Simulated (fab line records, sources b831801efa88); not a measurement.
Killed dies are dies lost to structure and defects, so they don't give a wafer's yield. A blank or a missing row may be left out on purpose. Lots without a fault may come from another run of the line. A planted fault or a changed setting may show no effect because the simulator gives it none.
Tool commonality check | flow sky130 | 10 lots, 30 wafers sampled

WHY IT WAS OPENED
At SKY_METAL5_RS_MEAS_05 the reading METAL5_ALCU_RS is flagged on 2 of 10 lots. Wafers without a fault read 0.02598 ohm/sq, standard deviation 0.00025.
Rule: a lot is flagged when every wafer of it that has a number lies more than 4 standard deviations from that mean, or none has a number. The other lots count as sound.

lot  | measured     | on            | METAL5_ALCU_RS (ohm/sq), wafer by wafer | flag
L177 | day 43 04:55 | film_metro-03 | 0.02613 0.02636 0.02613                 |
L178 | day 43 10:58 | film_metro-04 | 0.02603 0.02621 0.02595                 |
L182 | day 44 21:07 | film_metro-04 | 0.0257 0.02593 0.0257                   |
L184 | day 45 07:11 | film_metro-02 | 0.02592 0.02582 0.02587                 |
L185 | day 45 13:04 | film_metro-04 | 0.02594 0.02579 0.02579                 |
L186 | day 46 00:38 | film_metro-03 | 0.0259 0.02589 0.02588                  |
L189 | day 46 16:23 | film_metro-03 | 0.01777 0.01786 0.01775                 | FLAGGED
L190 | day 46 16:58 | film_metro-02 | 0.02609 0.02583 0.02588                 |
L192 | day 47 10:20 | film_metro-03 | 0.0176 0.01778 0.01777                  | FLAGGED
L197 | day 48 11:38 | film_metro-02 | 0.02631 0.02581 0.02625                 |
The numbers of the flagged lots are 0.01775 ohm/sq on average: -0.00822 ohm/sq against the usual, or -33 standard deviations.

WHICH TOOL RAN EACH LOT
The record holds 2 process steps before the reading, out of a route of 708 steps. In each cell: the tool, then ch and the chambers that the sampled wafers went through, then the start.
lot  | flag    | SKY_METAL2_DESCUM_17              | SKY_METAL5_SPUTTER_02
L177 |         | rie_metal-02 ch 1, day 35 12:41   | pvd_sputter-04, day 43 04:47
L178 |         | rie_metal-03 ch 0,1, day 35 21:14 | pvd_sputter-04, day 43 10:48
L182 |         | rie_metal-01 ch 0,1, day 37 09:43 | pvd_sputter-03, day 44 20:58
L184 |         | rie_metal-03 ch 0,1, day 38 00:13 | pvd_sputter-01, day 45 07:05
L185 |         | rie_metal-01 ch 0,1, day 38 06:49 | pvd_sputter-01, day 45 12:53
L186 |         | rie_metal-02 ch 0,1, day 38 20:40 | pvd_sputter-01, day 46 00:31
L189 | FLAGGED | rie_metal-01 ch 0,1, day 39 13:46 | pvd_sputter-01, day 46 16:17
L190 |         | rie_metal-01 ch 0,1, day 39 16:07 | pvd_sputter-03, day 46 16:49
L192 | FLAGGED | rie_metal-01 ch 0,1, day 40 12:07 | pvd_sputter-01, day 47 10:13
L197 |         | rie_metal-01 ch 0,1, day 41 18:43 | pvd_sputter-04, day 48 11:31
What these steps do:
- SKY_METAL2_DESCUM_17: chemistry O2, time 8 s.
- SKY_METAL5_SPUTTER_02: material AlCu, target thk 1150 nm, time 63.78 s.
- SKY_METAL5_RS_MEAS_05: measures by four-point-probe.

FLAGGED OVER TOTAL, TOOL BY TOOL (the gauges that took the reading come last)
step                  | tool           | lots run | flagged | share of the flagged lots | sound lots run after its first flagged lot
SKY_METAL2_DESCUM_17  | rie_metal-01   | 6        | 2       | all                       | 2 (L190,L197)
SKY_METAL2_DESCUM_17  | rie_metal-02   | 2        | 0       | none                      | -
SKY_METAL2_DESCUM_17  | rie_metal-03   | 2        | 0       | none                      | -
SKY_METAL5_SPUTTER_02 | pvd_sputter-01 | 5        | 2       | all                       | 0
SKY_METAL5_SPUTTER_02 | pvd_sputter-03 | 2        | 0       | none                      | -
SKY_METAL5_SPUTTER_02 | pvd_sputter-04 | 3        | 0       | none                      | -
SKY_METAL5_RS_MEAS_05 | film_metro-02  | 3        | 0       | none                      | -
SKY_METAL5_RS_MEAS_05 | film_metro-03  | 4        | 2       | all                       | 0
SKY_METAL5_RS_MEAS_05 | film_metro-04  | 3        | 0       | none                      | -

WHAT THE TABLE ALLOWS
3 rows of the table ran every flagged lot: rie_metal-01 at SKY_METAL2_DESCUM_17, pvd_sputter-01 at SKY_METAL5_SPUTTER_02, film_metro-03 at SKY_METAL5_RS_MEAS_05.
- rie_metal-01 at SKY_METAL2_DESCUM_17: 2 of its 6 lots flagged. Sound lots ran on it after the first flagged one (L190, L197), which a lasting fault on the whole tool wouldn't allow.
- pvd_sputter-01 at SKY_METAL5_SPUTTER_02: 2 of its 5 lots flagged. Its last sound lot is L186 (day 46 00:31), its first flagged lot L189 (day 46 16:17): a fault that began between those two fits.
- film_metro-03 at SKY_METAL5_RS_MEAS_05: 2 of its 4 lots flagged. Its last sound lot is L186 (day 46 00:38), its first flagged lot L189 (day 46 16:23): a fault that began between those two fits.
Counting lots can't tell these 2 tools apart, because each fits a fault that began at some hour. More lots, or a look at what each step does to the wafer, might.

WHAT THE SIMULATOR HAD PUT IN
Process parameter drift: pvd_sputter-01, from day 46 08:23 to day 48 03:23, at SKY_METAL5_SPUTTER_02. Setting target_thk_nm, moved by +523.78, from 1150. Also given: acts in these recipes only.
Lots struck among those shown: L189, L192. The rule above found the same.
